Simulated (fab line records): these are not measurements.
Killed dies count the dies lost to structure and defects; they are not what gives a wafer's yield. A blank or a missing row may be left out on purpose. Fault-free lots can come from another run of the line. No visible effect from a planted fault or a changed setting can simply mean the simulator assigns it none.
A lot that was struck, set against a sound lot | flow sky130 | 36 steps out of a route of 708
Sound: the wafers L251.2, L251.4, L251.6. The struck wafers were L237.2, L237.4, L237.5. The cause comes at the end.
For every step that has rows: the tool of each side, followed by ch and its chambers, followed by its first start. Under that, the readings that differ: sound wafers | struck wafers | difference of the means | sigmas: that difference in standard deviations of wafers without a fault.
alike: a reading whose means differ by less than 2 such deviations, as well as words and numbers matching on both sides. not compared: withheld readings; readings where some wafer has no value; bounds like >300 that might hide an equal value; numbers whose values overlap and for which the record gives no deviation.
Wherever a step has rows on one side only, a row that says differs or no value, or a row with sigmas, the two part there. Numbers that have no deviation but don't overlap get no sigmas and don't part them. A reading that every wafer of one side lacks parts them only if that side has two wafers or more.

first, 10 steps without rows for these wafers: SKY_LDD_LDN_SOFTBAKE_03 (time 60 s); SKY_LDD_LDN_EXPOSE_04 (exposes mask LDNTM, target cd 700 nm); SKY_LDD_LDN_PEB_05; SKY_LDD_LDN_DEVELOP_06 (develop time 60 s); SKY_LDD_LDN_IMPLANT_08; SKY_LDD_LDN_IMPLANT_09; SKY_LDD_LDN_IMPLANT_10; SKY_LDD_LDN_IMPLANT_11; SKY_LDD_LDN_STRIP_12 (strips in O2/N2); SKY_LDD_LDN_CLEAN_14 (cleans in SC1/SC2, time 150 s).
SKY_SPACER_CVD_00: deposits Si3N4 from DCS/NH3, target thk 43.1 nm, time 740 s.
  sound on lpcvd-02 ch 0, day 30 13:19; struck on lpcvd-02 ch 1, day 24 21:57
  reading                                  | sound             | struck           | difference | sigmas
  model.Si3N4_of_SPACER_CVD_00.thk-nm (nm) | 43.38 43.35 43.38 | 46.2 46.54 46.57 | +3.1       |
SKY_SPACER_THK_MEAS_01:
  sound on film-metro-03 at day 30 14:31; struck on film-metro-04 at day 24 23:10
  reading                | sound          | struck         | difference | sigmas
  SPACER_CVD_00_THK (nm) | 43.3 43.3 43.4 | 46.2 46.6 46.6 | +3.1       | +8
SKY_SPACER_ETCHBACK_02: etches Si3N4 in CH3F/O2, stops on SiO2, time 46.7 s, target depth 45 nm.
  sound on rie-diel-01 ch 2,3, day 30 14:34; struck on rie-diel-03 ch 1,2,3, day 24 23:13
  reading                  | sound             | struck            | difference | sigmas
  oes-product-au (a.u.)    | 0.862 0.860 0.855 | 0.874 0.894 0.890 | +0.027     | +4
  model.etch.depth-nm (nm) | 43.38 43.35 43.38 | 46.2 46.54 46.57  | +3.1       |
  alike: chamber-pressure-mTorr, drypump-motor-current-A, throttle-valve-pct
  not compared: rf-hours-counter-h
then, 22 steps without rows for these wafers: SKY_POLY_CUT_DEHYDRATE_00 (time 60 s); SKY_POLY_CUT_HMDS_01 (prime time 60 s); SKY_POLY_CUT_COAT_02 (resist thk 60 nm); SKY_POLY_CUT_COAT_03 (resist thk 450 nm); SKY_POLY_CUT_SOFTBAKE_04 (time 90 s); SKY_POLY_CUT_EXPOSE_05 (exposes mask NPCM, target cd 270 nm); SKY_POLY_CUT_PEB_06; SKY_POLY_CUT_DEVELOP_07 (develop time 60 s); SKY_POLY_CUT_ETCH_10 (etches BARC in N2/H2, stops on SiO2, time 45.9 s, target depth 60 nm); SKY_POLY_CUT_ETCH_11 (etches Si3N4 in CF4/CH2F2/Ar, stops on poly-Si, time 42.5 s, target depth 60 nm); SKY_POLY_CUT_STRIP_12 (strips in O2/N2); SKY_SD_P_DEHYDRATE_00 (time 60 s); SKY_SD_P_HMDS_01 (prime time 60 s); SKY_SD_P_COAT_02 (resist thk 1140 nm); SKY_SD_P_SOFTBAKE_03 (time 60 s); SKY_SD_P_EXPOSE_04 (exposes mask PSDM, target cd 380 nm); SKY_SD_P_PEB_05; SKY_SD_P_DEVELOP_06 (develop time 58.02 s); SKY_SD_P_IMPLANT_09; SKY_SD_P_STRIP_10 (strips in O2/N2); SKY_RES_XHIGH_DEHYDRATE_00 (time 60 s); SKY_RES_XHIGH_HMDS_01 (prime time 60 s).
-- the record jumps here: 5 days lie between the struck wafers' starts before and after (it left off in module RES_XHIGH and takes up again in module SALICIDE, whose first step shown is number 361 of the route) --
SKY_SALICIDE_CLEAN_00: cleans in HF-last, time 30 s.
  sound on wet-bench-03 ch 0, day 35 02:43; struck on wet-bench-03 ch 2, day 29 20:11
  reading                                  | sound             | struck           | difference | sigmas
  model.Si3N4_of_SPACER_CVD_00.thk-nm (nm) | 42.41 42.37 42.41 | 45.23 45.57 45.6 | +3.07      |

WHERE THEY PART
Last at SKY_SPACER_ETCHBACK_02 as far as this record goes, first at SKY_SPACER_THK_MEAS_01.

WHY: what had been put in by the simulator
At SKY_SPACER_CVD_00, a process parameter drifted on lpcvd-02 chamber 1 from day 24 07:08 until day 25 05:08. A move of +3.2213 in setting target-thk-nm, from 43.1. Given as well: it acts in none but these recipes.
